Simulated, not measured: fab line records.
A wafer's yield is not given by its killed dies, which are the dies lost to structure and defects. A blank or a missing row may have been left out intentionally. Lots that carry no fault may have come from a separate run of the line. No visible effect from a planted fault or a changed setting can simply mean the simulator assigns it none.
One fault seen from 2 desks :: flow gf180mcu :: each desk has only its own numbers; what lay behind them comes last

## DESK OF THE TOOL OWNER: pvd_sputter-03
The tool's own readings at GF_M3_SPUTTER_01 (material TiN, target thk 30 nm, time 25 s): means of the sampled wafers that have a number, for each lot that ran on this tool. Any lot whose mean is over 4 standard deviations away from the usual mean is out of limits and marked OUT; that distance is given in the brackets.
Columns: A = cathode_dc_power_W at GF_M3_SPUTTER_01, usual 6499.9 W; B = throttle_valve_pct at GF_M3_SPUTTER_01, usual 30.3 %
lot: L345
first seen here: day 21 15:07
A: 6500.9
B: 30.7

lot: L350
first seen here: day 23 12:15
A: 6500.7
B: 30.7

lot: L353
first seen here: day 24 11:23
A: 6499.4
B: 30.8

lot: L354
first seen here: day 24 16:59
A: 6500.9
B: 30.8

lot: L356
first seen here: day 25 14:32
A: 6498.9
B: 30.6

lot: L357
first seen here: day 25 22:45
A: 9023.8 (+99 or more) OUT
B: 30.8

lot: L358
first seen here: day 26 04:07
A: 9026.0 (+99 or more) OUT
B: 31.4

lot: L359
first seen here: day 26 21:02
A: 9024.0 (+99 or more) OUT
B: 30.2
This desk's finding: out of limits on L357, L358, L359; first on L357, day 25 22:45 (cathode_dc_power_W at GF_M3_SPUTTER_01). L345, L350, L353, L354, L356: within limits.

## THE METROLOGY DESK
Means of the sampled wafers that have a number, per lot and without regard to the tool the lot ran on: this is what the gauges read. Any lot whose mean is over 4 standard deviations away from the usual mean is out of limits and marked OUT; that distance is given in the brackets.
Columns: A = V2_OVL at GF_V2_OVL_MEAS_15, usual 2 nm; B = cd_nm at GF_M3_CD_MEAS_14, usual 280.1 nm
lot: L344
first seen here: day 20 23:37
A: -5
B: 278.2

lot: L345
first seen here: day 21 13:38
A: 6
B: 279.8

lot: L346
first seen here: day 22 04:20
A: -0
B: 277.6

lot: L348
first seen here: day 22 11:15
A: 6
B: 279.3

lot: L350
first seen here: day 23 10:46
A: 1
B: 280.6

lot: L351
first seen here: day 23 13:56
A: 2
B: 278.7

lot: L353
first seen here: day 24 09:51
A: 1
B: 278.9

lot: L354
first seen here: day 24 15:28
A: 6
B: 280.2

lot: L355
first seen here: day 25 00:53
A: 1
B: 278.1

lot: L356
first seen here: day 25 12:43
A: 6
B: 280.6

lot: L357
first seen here: day 25 21:14
A: 6
B: 279.0

lot: L358
first seen here: day 26 02:16
A: -3
B: 280.2

lot: L359
first seen here: day 26 19:32
A: -1
B: 278.0

lot: L366
first seen here: day 28 16:24
A: -1
B: 280.6
This desk's verdict: no lot among the 14 shows anything out of limits.

## PUT TOGETHER
An alarm could have come from the tool owner's desk at day 25 22:45, on L357, L358, L359.
At the metrology desk, nothing out of limits was observed.
The metrology desk has L357, L358, L359 on record, within its limits.
Of the lots named, all ran GF_M3_SPUTTER_01 on pvd_sputter-03.

## WHAT THE SIMULATOR HAD PUT IN
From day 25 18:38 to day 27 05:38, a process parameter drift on pvd_sputter-03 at GF_M3_SPUTTER_01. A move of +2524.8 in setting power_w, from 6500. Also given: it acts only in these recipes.
Lots struck among those shown: L357, L358, L359.
Time in hours from fault onset to the first out-of-limits reading at each desk: the tool owner's desk, 4.
